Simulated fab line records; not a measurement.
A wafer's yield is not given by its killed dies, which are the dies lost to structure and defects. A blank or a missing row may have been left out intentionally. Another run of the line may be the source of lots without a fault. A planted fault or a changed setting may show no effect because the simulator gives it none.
Which tool was responsible? :: flow gf180mcu :: at 1 step of a route of 602, 15 lots with 42 wafers sampled

== WHAT THE GAUGES SHOWED, per wafer ==
GF_SAB_OVL_MEAS_10. Usual: SAB_OVL gives 0.0 nm (standard deviation 1.5).
lot: L730
measured: day 15 08:19
on: overlay-01
SAB_OVL (nm): -0.9 -0.4 -2.3
flag: 

lot: L731
measured: day 15 21:29
on: overlay-02
SAB_OVL (nm): -3.4 -1.9 0.2
flag: 

lot: L732
measured: day 16 10:41
on: overlay-02
SAB_OVL (nm): 0.4 2.9 1.6
flag: 

lot: L733
measured: day 16 19:08
on: overlay-01
SAB_OVL (nm): 1.4 1.8 1.3
flag: 

lot: L734
measured: day 17 02:56
on: overlay-01
SAB_OVL (nm): 1.5 2.5 -1.3
flag: 

lot: L735
measured: day 17 08:20
on: overlay-02
SAB_OVL (nm): 1.7 2.2 1.5
flag: 

lot: L736
measured: day 17 16:36
on: overlay-01
SAB_OVL (nm): 0.5 -1.1 -0.8
flag: 

lot: L737
measured: day 18 03:26
on: overlay-01
SAB_OVL (nm): -1.9 -1.0 -0.5
flag: 

lot: L739
measured: day 18 21:44
on: overlay-01
SAB_OVL (nm): 0.8 0.1 0.3
flag: 

lot: L740
measured: day 19 11:59
on: overlay-02
SAB_OVL (nm): -0.1 1.5 -0.7
flag: 

lot: L741
measured: day 19 22:05
on: overlay-01
SAB_OVL (nm): -0.3 0.1 0.0
flag: 

lot: L742
measured: day 20 01:00
on: overlay-02
SAB_OVL (nm): -0.1 -1.3 -0.1
flag: 

lot: L750
measured: day 22 19:20
on: overlay-02
SAB_OVL (nm): -0.2 0.9
flag: 

lot: L751
measured: day 23 00:06
on: overlay-02
SAB_OVL (nm): -0.5 1.0
flag: 

lot: L752
measured: day 23 04:40
on: overlay-02
SAB_OVL (nm): 2.1 0.4
flag: 

== WHAT TOOL EACH LOT RAN ON (gives the tool, then ch and the chambers of the sampled wafers, and finally the start) ==
The record shows no process step preceding these readings.

== WHAT THE TOOLS THEMSELVES READ (means of the sampled wafers that have a number; where no wafer has one, the mark that the record gives instead) ==
The record holds no such reading with a usual standard deviation.

== THE ANSWER, worked out from the rows above alone ==
Rule: a lot counts as off when the mean over its wafers that have a number is more than 3 standard deviations away from the usual mean. Also off: a lot with no number at a reading for which 4 or more lots have one. All remaining lots with rows at the step are treated as sound. Order of review: gauges by route order, followed by the tools' own readings, for which a lot's mean as printed above is used. At the first step where some lot is off, the reading lying furthest off is the one used; lots without a number count as furthest.
Nothing can be told from this: no lot is off at any reading shown.

== WHAT WAS PUT IN BY THE SIMULATOR ==
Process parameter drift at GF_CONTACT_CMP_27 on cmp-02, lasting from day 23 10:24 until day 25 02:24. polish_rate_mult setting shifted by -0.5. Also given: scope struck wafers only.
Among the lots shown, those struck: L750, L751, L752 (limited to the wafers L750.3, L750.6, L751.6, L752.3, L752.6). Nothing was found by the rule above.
